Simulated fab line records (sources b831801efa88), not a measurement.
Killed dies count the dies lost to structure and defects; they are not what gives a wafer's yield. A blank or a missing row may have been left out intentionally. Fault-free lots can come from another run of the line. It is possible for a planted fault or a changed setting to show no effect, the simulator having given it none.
The tool behind it: which one? + flow sky130 + 13 lots with 39 wafers sampled at 5 steps, on a route of 708 steps

## WHAT EACH GAUGE READ, for each wafer
SKY_GATE_OXIDE_OVL_MEAS_10.
| lot  | measured     | on         | GATE_OXIDE_OVL (nm) |
|------|--------------|------------|---------------------|
| L587 | day 14 03:44 | overlay-01 | -1.5 0.3 -0.4       |
| L588 | day 14 08:28 | overlay-01 | 0.4 -1.1 0.8        |
| L589 | day 14 20:23 | overlay-01 | 1.1 -0.5 0.5        |
| L593 | day 16 07:11 | overlay-02 | -1.1 -3.3 0.0       |
| L594 | day 16 19:17 | overlay-02 | 3.4 0.6 1.7         |
| L595 | day 17 02:02 | overlay-02 | 2.1 -0.8 0.4        |
| L596 | day 17 06:02 | overlay-02 | -1.4 -1.8 -0.8      |
| L597 | day 17 19:22 | overlay-02 | 2.3 -0.1 1.3        |
| L600 | day 19 01:08 | overlay-01 | 0.3 0.2 0.4         |
| L601 | day 19 02:10 | overlay-02 | 0.2 0.1 1.3         |
| L602 | day 19 15:23 | overlay-02 | 1.9 2.2 2.3         |
| L603 | day 19 18:31 | overlay-01 | -1.0 -2.3 0.7       |
| L609 | day 21 19:31 | overlay-02 | -0.2 0.1 1.5        |

SKY_GATE_OXIDE_TW_MEAS_14.
| lot  | measured     | on            | GATE_OXIDE_TW     |
|------|--------------|---------------|-------------------|
| L587 | day 14 04:07 | film-metro-02 | 229.8 229.9 230.8 |
| L588 | day 14 08:52 | film-metro-02 | 229.7 230.5 231.6 |
| L589 | day 14 20:46 | film-metro-02 | 230.9 230.1 229.6 |
| L593 | day 16 07:40 | film-metro-03 | 226.0 225.4 225.3 |
| L594 | day 16 19:41 | film-metro-03 | 226.8 226.6 225.4 |
| L595 | day 17 02:25 | film-metro-04 | 225.6 225.3 225.2 |
| L596 | day 17 06:25 | film-metro-04 | 225.3 226.2 225.4 |
| L597 | day 17 19:46 | film-metro-02 | 231.2 232.2 232.0 |
| L600 | day 19 01:32 | film-metro-02 | 230.5 229.6 231.9 |
| L601 | day 19 02:34 | film-metro-04 | 226.9 225.9 226.2 |
| L602 | day 19 15:46 | film-metro-03 | 227.0 226.3 227.8 |
| L603 | day 19 18:55 | film-metro-04 | 227.2 225.9 225.1 |
| L609 | day 21 19:55 | film-metro-04 | 226.1 226.5 224.8 |

SKY_LDD_HVP_OVL_MEAS_07.
| lot  | measured     | on         | LDD_HVP_OVL (nm)  |
|------|--------------|------------|-------------------|
| L587 | day 21 21:19 | overlay-02 | 1.8 0.4 0.9       |
| L588 | day 22 01:43 | overlay-01 | 0.2 -0.6 0.3      |
| L589 | day 22 15:11 | overlay-01 | 1.4 1.9 1.9       |
| L593 | day 24 06:34 | overlay-01 | -1.4 0.1 -0.9     |
| L594 | day 24 16:41 | overlay-01 | 2.5 1.5 2.0       |
| L595 | day 24 23:49 | overlay-01 | 2.5 2.2 0.9       |
| L596 | day 25 07:49 | overlay-02 | 0.9 2.3 0.7       |
| L597 | day 25 17:04 | overlay-02 | 0.3 -1.7 0.6      |
| L600 | day 26 23:26 | overlay-02 | -82.4 -81.5 -81.7 |
| L601 | day 26 22:49 | overlay-01 | -81.2 -83.4 -84.1 |
| L602 | day 27 19:26 | overlay-01 | -81.9 -83.7 -82.1 |
| L603 | day 27 19:07 | overlay-02 | 1.1 -0.8 0.2      |
| L609 | day 29 10:16 | overlay-02 | 0.4 1.3 1.2       |

## WHAT TOOL EACH LOT RAN ON (gives the tool, then ch and the chambers of the sampled wafers, and finally the start)
| lot  | SKY_LDD_P_STRIP_10                   | SKY_LDD_HVP_EXPOSE_04               |
|------|--------------------------------------|-------------------------------------|
| L587 | plasma-asher-01 ch 0,1, day 19 07:23 | iline-stepper-01 ch 0, day 21 06:41 |
| L588 | plasma-asher-04 ch 0,1, day 19 14:08 | iline-stepper-01 ch 0, day 21 12:04 |
| L589 | plasma-asher-04 ch 0,1, day 20 03:11 | iline-stepper-01 ch 0, day 22 00:20 |
| L593 | plasma-asher-04 ch 0,1, day 21 17:17 | iline-stepper-02 ch 0, day 23 16:23 |
| L594 | plasma-asher-04 ch 0,1, day 22 04:25 | iline-stepper-01 ch 0, day 24 02:28 |
| L595 | plasma-asher-04 ch 0,1, day 22 12:29 | iline-stepper-01 ch 0, day 24 09:13 |
| L596 | plasma-asher-02 ch 0,1, day 22 20:59 | iline-stepper-01 ch 0, day 24 17:05 |
| L597 | plasma-asher-04 ch 0,1, day 23 06:25 | iline-stepper-02 ch 0, day 25 03:18 |
| L600 | plasma-asher-01 ch 0,1, day 24 13:04 | iline-stepper-01 ch 0, day 26 09:25 |
| L601 | plasma-asher-02 ch 0, day 24 12:44   | iline-stepper-01 ch 0, day 26 09:07 |
| L602 | plasma-asher-01 ch 0,1, day 25 09:29 | iline-stepper-01 ch 0, day 27 04:49 |
| L603 | plasma-asher-02 ch 0,1, day 25 09:05 | iline-stepper-02 ch 0, day 27 04:33 |
| L609 | plasma-asher-02 ch 0,1, day 27 02:44 | iline-stepper-02 ch 0, day 28 21:03 |
- SKY_LDD_P_STRIP_10: strips in O2/N2.
- SKY_LDD_HVP_EXPOSE_04: exposes mask HVPTM, target cd 700 nm.

## AS READ BY THE TOOLS THEMSELVES (means over the sampled wafers that have a number; for cases with no such wafer, the mark the record gives instead)
SKY_LDD_P_STRIP_10.
| lot  | tool            | drypump-motor-current-A (A) | oes-product-au (a.u.) | strip-time-to-endpoint-s (s) |
|------|-----------------|-----------------------------|-----------------------|------------------------------|
| L587 | plasma-asher-01 | 6.3                         | 0.713                 | 14.12                        |
| L588 | plasma-asher-04 | 5.8                         | 0.720                 | 14.08                        |
| L589 | plasma-asher-04 | 5.8                         | 0.715                 | 14.13                        |
| L593 | plasma-asher-04 | 5.9                         | 0.715                 | 14.16                        |
| L594 | plasma-asher-04 | 5.8                         | 0.718                 | 14.15                        |
| L595 | plasma-asher-04 | 5.8                         | 0.715                 | 14.18                        |
| L596 | plasma-asher-02 | 6.3                         | 0.717                 | 14.11                        |
| L597 | plasma-asher-04 | 5.8                         | 0.718                 | 14.17                        |
| L600 | plasma-asher-01 | 6.1                         | 0.713                 | 14.17                        |
| L601 | plasma-asher-02 | 6.7                         | 0.716                 | 14.13                        |
| L602 | plasma-asher-01 | 6.1                         | 0.716                 | 14.21                        |
| L603 | plasma-asher-02 | 6.5                         | 0.721                 | 14.16                        |
| L609 | plasma-asher-02 | 6.5                         | 0.716                 | 14.13                        |

SKY_LDD_HVP_EXPOSE_04.
| lot  | tool             | focus-offset-nm (nm) |
|------|------------------|----------------------|
| L587 | iline-stepper-01 | 0.1                  |
| L588 | iline-stepper-01 | 0.2                  |
| L589 | iline-stepper-01 | -0.5                 |
| L593 | iline-stepper-02 | -0.3                 |
| L594 | iline-stepper-01 | -0.2                 |
| L595 | iline-stepper-01 | 0.3                  |
| L596 | iline-stepper-01 | 0.0                  |
| L597 | iline-stepper-02 | -0.7                 |
| L600 | iline-stepper-01 | -0.1                 |
| L601 | iline-stepper-01 | -0.2                 |
| L602 | iline-stepper-01 | -0.1                 |
| L603 | iline-stepper-02 | 0.3                  |
| L609 | iline-stepper-02 | -0.4                 |

## THE ANSWER, worked out from the rows above alone
Rule: usual is defined by the lots themselves. The widest of any qualifying gaps counts: lots, ordered by their means at a reading, are off when they make up no more than a third of the lots, leave a main group of 4 or more, and stand apart from it by 3 or more times the standard deviation of that group's means. Not used: any main group whose means are identical at the precision the tables above print for the reading. Also off: a lot with no number at a reading for which 4 or more lots have one. The other lots that the step has rows for count as sound. The gauges are gone through in route order, then the tools' own readings, and for those a lot's mean is taken as printed above. The first step at which some lot is off is used, and at that step the reading that is off furthest; a lot without a number counts as furthest.
Off: at SKY_LDD_HVP_OVL_MEAS_07 (LDD_HVP_OVL), L600, L601, L602. The main group: mean 0.8 nm, standard deviation 0.91.
A tool fits if, at a process step before that reading, it ran every lot that is off, and no sound lot after the first of them. The gauges at SKY_LDD_HVP_OVL_MEAS_07 are tried like those tools. One candidate fits, namely iline-stepper-01 at SKY_LDD_HVP_EXPOSE_04. A fault onset in the window from L596 (day 24 17:05, its last sound lot) to L601 (day 26 09:07, its first lot off) fits.

## WHAT THE SIMULATOR HAD INSERTED
Scanner matching overlay: iline-stepper-01, from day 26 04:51 on, at SKY_LDD_HVP_EXPOSE_04. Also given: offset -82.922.
Shown lots that were struck: L600, L601, L602. The rule given above showed the same thing.
